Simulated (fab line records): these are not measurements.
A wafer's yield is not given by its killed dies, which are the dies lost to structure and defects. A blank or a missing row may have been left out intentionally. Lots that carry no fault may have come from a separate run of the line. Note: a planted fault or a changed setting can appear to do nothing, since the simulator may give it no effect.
Problem report in the 8D (eight disciplines) form, filled by code :: flow sky130 :: the parts of the form that need people (team, actions taken, sign-off) are left out

== 1. PROBLEM STATEMENT ==
At SKY_PAD_OPEN_PROBE_99, killed_at_front_end averages 76 over 6 wafers from 2 lots, while fault-free wafers read 16, standard deviation 4.4. Measured from the usual mean, that is +14 standard deviations.
Earliest sighting: wafer L836.1 on prober-01 at day 48 04:26. At this step, 6 wafers from 2 lots have a number in the record. The rule behind "out" and "out of limits": a value lying over 4 standard deviations away from the usual mean. The rest of the wafers with a number are treated as sound.

== 2. WHAT IT IS AND WHAT IT IS NOT ==
question: which readings at this step
is: killed_at_front_end, killed_dies
is not: killed_at_M4_up, killed_at_contacts, killed_at_other

question: which lots
is: L836, L838
is not: -

question: which wafers of those lots
is: all that have a number
is not: -

question: read on which tools
is: prober-01, prober-02
is not: -

question: when
is: from day 48 04:26
is not: up to then (0 sound wafers)

== 3. WHAT RULES OUT EACH SUSPECT ==
Counting: any tool at a process step up to the reading is kept as a suspect provided that every lot that is out went through it and no sound lot did after the first of them.
- rie_diel-03 at SKY_POLY_CUT_ETCH_10 (etches BARC in N2/H2, stops on SiO2, time 45.9 s, target depth 60 nm): kept. It ran every lot that is out, first L836 (day 27 14:10), and no sound lot after that.
Remaining after the count: rie_diel-03 at SKY_POLY_CUT_ETCH_10.

== 4. THE CAUSE (what the simulator had put in) ==
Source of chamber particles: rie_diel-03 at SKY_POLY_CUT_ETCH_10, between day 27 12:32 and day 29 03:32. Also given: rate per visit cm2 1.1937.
Only this tool survived the counting.

== 5. THE EFFECT CHAIN, in route order ==
Each row: a reading whose mean over the struck wafers that have a number lies more than 3 standard deviations from the usual. Readings are gone through only where the record gives a usual standard deviation; hours: the median, over the lots, of the time from a lot's start at the first step in this table giving one to that lot's start at this step; sigmas: the change measured in usual standard deviations.
hours: 0
step: SKY_PAD_OPEN_PROBE_99
reading: killed_at_front_end
usual: 16
on struck wafers: 76
change: +60
sigmas: +14

hours: 0
step: SKY_PAD_OPEN_PROBE_99
reading: killed_dies
usual: 86
on struck wafers: 134
change: +48
sigmas: +5.6
Process steps it contains:
- SKY_PAD_OPEN_PROBE_99

== 6. WHAT WOULD HAVE CAUGHT IT SOONER ==
In this record the first reading out of limits was taken at day 48 04:26, 496 hours after the fault began at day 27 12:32.
Tool readings at SKY_POLY_CUT_ETCH_10 with a usual standard deviation given in the record: none out on any struck wafer, hence no alarm at a limit of 4 standard deviations on them.
Lots out: 2; all had begun SKY_POLY_CUT_ETCH_10 on rie_diel-03 by day 48 04:26. Holding the tool at that point would not have protected any of them.
